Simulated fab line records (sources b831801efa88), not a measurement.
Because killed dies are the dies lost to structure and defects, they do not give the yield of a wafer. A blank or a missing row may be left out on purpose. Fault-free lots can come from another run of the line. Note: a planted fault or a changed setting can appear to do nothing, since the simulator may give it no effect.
Which of the tools did it? / flow gf180mcu / 36 wafers from 12 lots sampled at 5 of the route's 602 steps

== WHAT THE GAUGES READ, wafer by wafer ==
GF_M1_CD_MEAS_14: the cd target is 230 nm. Usual: 230.2 nm for cd-nm, sd 1.1.
lot=L106; measured=day 17 03:52; on=cd-sem-01; cd-nm (nm)=231.5 230.3 231.6; flag=
lot=L107; measured=day 17 17:36; on=cd-sem-02; cd-nm (nm)=230.0 228.9 230.2; flag=
lot=L109; measured=day 18 10:30; on=cd-sem-02; cd-nm (nm)=232.3 231.1 231.4; flag=
lot=L110; measured=day 18 19:43; on=cd-sem-01; cd-nm (nm)=228.4 228.7 229.8; flag=
lot=L112; measured=day 19 15:56; on=cd-sem-01; cd-nm (nm)=229.6 229.4 228.9; flag=
lot=L113; measured=day 19 20:39; on=cd-sem-02; cd-nm (nm)=229.3 228.9 228.5; flag=
lot=L114; measured=day 20 01:05; on=cd-sem-02; cd-nm (nm)=228.3 230.8 230.3; flag=
lot=L118; measured=day 21 13:37; on=cd-sem-02; cd-nm (nm)=231.1 170.0 170.2 230.7 170.5 170.3; flag=OFF
lot=L120; measured=day 22 07:11; on=cd-sem-02; cd-nm (nm)=166.5 166.8 168.1 166.7 166.9 167.4; flag=OFF
lot=L121; measured=day 22 15:10; on=cd-sem-01; cd-nm (nm)=229.3 168.6 169.5 229.3 168.6 169.1; flag=OFF
lot=L127; measured=day 24 11:21; on=cd-sem-01; cd-nm (nm)=230.4 229.1 230.3; flag=
lot=L129; measured=day 25 11:28; on=cd-sem-01; cd-nm (nm)=230.2 230.6 229.4; flag=

GF_V2_CD_MEAS_14: the cd target is 260 nm. Usual: 260.4 nm for cd-nm, sd 1.1.
lot=L106; measured=day 20 06:39; on=cd-sem-01; cd-nm (nm)=259.1 259.8 258.8; flag=
lot=L107; measured=day 20 22:00; on=cd-sem-01; cd-nm (nm)=260.0 259.3 260.3; flag=
lot=L109; measured=day 21 15:42; on=cd-sem-02; cd-nm (nm)=260.8 261.1 261.2; flag=
lot=L110; measured=day 22 00:58; on=cd-sem-01; cd-nm (nm)=261.4 261.9 260.9; flag=
lot=L112; measured=day 22 19:53; on=cd-sem-02; cd-nm (nm)=262.1 261.7 262.4; flag=
lot=L113; measured=day 23 01:06; on=cd-sem-01; cd-nm (nm)=260.9 261.0 261.6; flag=
lot=L114; measured=day 23 06:40; on=cd-sem-02; cd-nm (nm)=260.5 260.8 260.1; flag=
lot=L118; measured=day 24 15:00; on=cd-sem-01; cd-nm (nm)=258.4; flag=
lot=L121; measured=day 25 14:15; on=cd-sem-01; cd-nm (nm)=258.6; flag=
lot=L127; measured=day 27 07:45; on=cd-sem-01; cd-nm (nm)=259.7 260.0 259.5; flag=
lot=L129; measured=day 28 06:28; on=cd-sem-02; cd-nm (nm)=261.2 260.7 262.6; flag=

GF_V4_THK_MEAS_01. Usual: V4_CVD_00_THK typically reads 600 nm, with standard deviation 6.9.
lot=L106; measured=day 23 11:23; on=film-metro-04; V4_CVD_00_THK (nm)=601 613 599; flag=
lot=L107; measured=day 24 01:25; on=film-metro-04; V4_CVD_00_THK (nm)=599 600 605; flag=
lot=L109; measured=day 24 18:38; on=film-metro-02; V4_CVD_00_THK (nm)=590 595 597; flag=
lot=L110; measured=day 25 01:56; on=film-metro-01; V4_CVD_00_THK (nm)=596 598 598; flag=
lot=L112; measured=day 25 20:09; on=film-metro-02; V4_CVD_00_THK (nm)=609 620 610; flag=
lot=L113; measured=day 26 01:13; on=film-metro-02; V4_CVD_00_THK (nm)=606 604 617; flag=
lot=L114; measured=day 26 04:53; on=film-metro-02; V4_CVD_00_THK (nm)=601 605 602; flag=
lot=L118; measured=day 27 10:37; on=film-metro-02; V4_CVD_00_THK (nm)=592; flag=
lot=L121; measured=day 28 09:22; on=film-metro-04; V4_CVD_00_THK (nm)=593; flag=
lot=L127; measured=day 29 23:57; on=film-metro-04; V4_CVD_00_THK (nm)=591 604 590; flag=
lot=L129; measured=day 30 21:17; on=film-metro-01; V4_CVD_00_THK (nm)=600 597 592; flag=

== WHAT TOOL EACH LOT RAN ON (gives the tool, then ch and the chambers of the sampled wafers, and finally the start) ==
lot=L106; GF_POLY_GATE_ETCH_13=rie-si-01 ch 0,1,2, day 9 07:43; GF_M1_EXPOSE_11=krf-scanner-02 ch 0, day 16 16:40
lot=L107; GF_POLY_GATE_ETCH_13=rie-si-02 ch 2,3, day 9 16:47; GF_M1_EXPOSE_11=krf-scanner-02 ch 0, day 17 05:42
lot=L109; GF_POLY_GATE_ETCH_13=rie-si-02 ch 0,2, day 10 05:55; GF_M1_EXPOSE_11=krf-scanner-02 ch 0, day 17 22:52
lot=L110; GF_POLY_GATE_ETCH_13=rie-si-02 ch 1,2,3, day 10 12:49; GF_M1_EXPOSE_11=krf-scanner-02 ch 0, day 18 07:18
lot=L112; GF_POLY_GATE_ETCH_13=rie-si-01 ch 0,1, day 11 02:17; GF_M1_EXPOSE_11=krf-scanner-01 ch 0, day 19 03:30
lot=L113; GF_POLY_GATE_ETCH_13=rie-si-01 ch 1,2,3, day 11 07:47; GF_M1_EXPOSE_11=krf-scanner-01 ch 0, day 19 08:31
lot=L114; GF_POLY_GATE_ETCH_13=rie-si-02 ch 2,3, day 11 11:22; GF_M1_EXPOSE_11=krf-scanner-01 ch 0, day 19 13:25
lot=L118; GF_POLY_GATE_ETCH_13=rie-si-02 ch 0,1,2, day 12 18:38; GF_M1_EXPOSE_11=krf-scanner-02 ch 0, day 21 02:13
lot=L120; GF_POLY_GATE_ETCH_13=rie-si-01 ch 0,1,3, day 13 08:36; GF_M1_EXPOSE_11=krf-scanner-02 ch 0, day 21 20:06
lot=L121; GF_POLY_GATE_ETCH_13=rie-si-01 ch 1,2,3, day 13 14:50; GF_M1_EXPOSE_11=krf-scanner-02 ch 0, day 22 04:03
lot=L127; GF_POLY_GATE_ETCH_13=rie-si-01 ch 1,2,3, day 15 08:16; GF_M1_EXPOSE_11=krf-scanner-01 ch 0, day 24 01:05
lot=L129; GF_POLY_GATE_ETCH_13=rie-si-02 ch 1,2, day 16 08:40; GF_M1_EXPOSE_11=krf-scanner-01 ch 0, day 25 01:10
- GF_POLY_GATE_ETCH_13: etches poly-Si in HBr/Cl2, stops on SiO2, target depth 198.5 nm, time 69.6 s.
- GF_M1_EXPOSE_11: exposes mask Metal1, target cd 230 nm.

== WHAT THE TOOLS THEMSELVES READ (means of the sampled wafers that have a number; where no wafer has one, the mark that the record gives instead) ==
GF_POLY_GATE_ETCH_13. Usual: drypump-motor-current-A 5.7 A, standard deviation 0.4; oes-product-au 0.994 a.u., standard deviation 0.0073; throttle-valve-pct 33.685 %, standard deviation 0.0086.
lot=L106; tool=rie-si-01; drypump-motor-current-A (A)=5.8; oes-product-au (a.u.)=0.996; throttle-valve-pct (%)=33.694; flag=
lot=L107; tool=rie-si-02; drypump-motor-current-A (A)=5.8; oes-product-au (a.u.)=0.986; throttle-valve-pct (%)=33.690; flag=
lot=L109; tool=rie-si-02; drypump-motor-current-A (A)=5.3; oes-product-au (a.u.)=0.998; throttle-valve-pct (%)=33.683; flag=
lot=L110; tool=rie-si-02; drypump-motor-current-A (A)=5.7; oes-product-au (a.u.)=0.993; throttle-valve-pct (%)=33.681; flag=
lot=L112; tool=rie-si-01; drypump-motor-current-A (A)=6.2; oes-product-au (a.u.)=1.002; throttle-valve-pct (%)=33.682; flag=
lot=L113; tool=rie-si-01; drypump-motor-current-A (A)=5.6; oes-product-au (a.u.)=0.982; throttle-valve-pct (%)=33.692; flag=
lot=L114; tool=rie-si-02; drypump-motor-current-A (A)=5.7; oes-product-au (a.u.)=0.994; throttle-valve-pct (%)=33.687; flag=
lot=L118; tool=rie-si-02; drypump-motor-current-A (A)=5.4; oes-product-au (a.u.)=0.999; throttle-valve-pct (%)=33.681; flag=
lot=L120; tool=rie-si-01; drypump-motor-current-A (A)=5.8; oes-product-au (a.u.)=0.990; throttle-valve-pct (%)=33.686; flag=
lot=L121; tool=rie-si-01; drypump-motor-current-A (A)=5.5; oes-product-au (a.u.)=1.005; throttle-valve-pct (%)=33.687; flag=
lot=L127; tool=rie-si-01; drypump-motor-current-A (A)=5.6; oes-product-au (a.u.)=0.991; throttle-valve-pct (%)=33.678; flag=
lot=L129; tool=rie-si-02; drypump-motor-current-A (A)=5.6; oes-product-au (a.u.)=0.985; throttle-valve-pct (%)=33.692; flag=

GF_M1_EXPOSE_11. Usual: 0.0 nm for focus-offset-nm, sd 0.6.
lot=L106; tool=krf-scanner-02; focus-offset-nm (nm)=-0.2; flag=
lot=L107; tool=krf-scanner-02; focus-offset-nm (nm)=-0.1; flag=
lot=L109; tool=krf-scanner-02; focus-offset-nm (nm)=0.0; flag=
lot=L110; tool=krf-scanner-02; focus-offset-nm (nm)=-0.8; flag=
lot=L112; tool=krf-scanner-01; focus-offset-nm (nm)=0.5; flag=
lot=L113; tool=krf-scanner-01; focus-offset-nm (nm)=0.7; flag=
lot=L114; tool=krf-scanner-01; focus-offset-nm (nm)=0.2; flag=
lot=L118; tool=krf-scanner-02; focus-offset-nm (nm)=0.0; flag=
lot=L120; tool=krf-scanner-02; focus-offset-nm (nm)=-0.6; flag=
lot=L121; tool=krf-scanner-02; focus-offset-nm (nm)=-1.0; flag=
lot=L127; tool=krf-scanner-01; focus-offset-nm (nm)=-0.1; flag=
lot=L129; tool=krf-scanner-01; focus-offset-nm (nm)=-0.1; flag=

== THE ANSWER, worked out from the rows above alone ==
Rule: lot off if the mean of its wafers having a number is beyond 3 standard deviations from the usual mean. Also off: a lot with no number at a reading for which 4 or more lots have one. Any other lot the step has rows for is counted as sound. After the gauges, taken in route order, come the tools' own readings; for these a lot's mean is taken, as printed above. At the first step where some lot is off, the reading lying furthest off is the one used; lots without a number count as furthest.
Off: L118, L120, L121, at GF_M1_CD_MEAS_14 (cd-nm).
A tool fits if, at a process step before that reading, it ran every lot that is off, and no sound lot after the first of them. The gauges at GF_M1_CD_MEAS_14 are tried like those tools. One fits: GF_M1_EXPOSE_11 on krf-scanner-02. Its last sound lot is L110 (day 18 07:18), its first lot that is off L118 (day 21 02:13): a fault that began between those two fits.

== WHAT THE SIMULATOR HAD INSERTED ==
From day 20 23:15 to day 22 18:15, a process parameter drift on krf-scanner-02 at GF_M1_EXPOSE_11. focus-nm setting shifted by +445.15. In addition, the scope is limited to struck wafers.
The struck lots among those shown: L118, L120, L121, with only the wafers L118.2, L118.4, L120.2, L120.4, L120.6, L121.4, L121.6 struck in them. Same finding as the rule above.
